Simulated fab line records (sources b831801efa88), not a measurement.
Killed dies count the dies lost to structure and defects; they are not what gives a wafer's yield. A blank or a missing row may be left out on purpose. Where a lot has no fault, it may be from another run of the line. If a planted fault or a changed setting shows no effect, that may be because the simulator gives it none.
Which of the tools did it? + flow sky130 + Sampling: 6 lots, 18 wafers, 2 of 708 route steps

WHAT EACH GAUGE READ, for each wafer
SKY_LDD_HVN_TW_MEAS_10.
| lot  | measured     | on           | LDD_HVN_TW     |
|------|--------------|--------------|----------------|
| L749 | day 20 15:19 | filmMetro-04 | 1431 1434 1437 |
| L758 | day 24 16:53 | filmMetro-02 | 1456 1462 1464 |
| L765 | day 26 12:30 | filmMetro-01 | 1474 1466 1468 |
| L767 | day 27 03:24 | filmMetro-04 | 1436 1435 1429 |
| L769 | day 27 15:41 | filmMetro-02 | 1450 1455 1458 |
| L771 | day 28 18:16 | filmMetro-04 | 1440 1434 1440 |

EACH LOT AND THE TOOL THAT RAN IT (in order: tool; ch and the chambers of the sampled wafers; start)
| lot  | SKY_GATE_OXIDE_STRIP_13             |
|------|-------------------------------------|
| L749 | plasmaAsher-03 ch 0,1, day 13 22:50 |
| L758 | plasmaAsher-04 ch 0,1, day 17 21:02 |
| L765 | plasmaAsher-03 ch 0,1, day 19 19:17 |
| L767 | plasmaAsher-04 ch 0,1, day 20 11:56 |
| L769 | plasmaAsher-03 ch 0,1, day 21 01:50 |
| L771 | plasmaAsher-01 ch 0,1, day 22 04:51 |
- SKY_GATE_OXIDE_STRIP_13: strips in O2/N2.

THE ANSWER, worked out from the rows above alone
Rule: what is usual is taken from the lots themselves. Put in order of their means at a reading, lots are off if they are a third of the lots or fewer, leave a main group of 4 or more, and stand apart from it by a gap of 3 or more times the standard deviation of the main group's means; of several such gaps the widest counts. Not used: any main group whose means are identical at the precision the tables above print for the reading. A lot without any number at a reading at which 4 lots or more have one is off too. The other lots that the step has rows for count as sound.
None of the lots is off at any reading shown; this tells nothing.

WHAT WAS PUT IN BY THE SIMULATOR
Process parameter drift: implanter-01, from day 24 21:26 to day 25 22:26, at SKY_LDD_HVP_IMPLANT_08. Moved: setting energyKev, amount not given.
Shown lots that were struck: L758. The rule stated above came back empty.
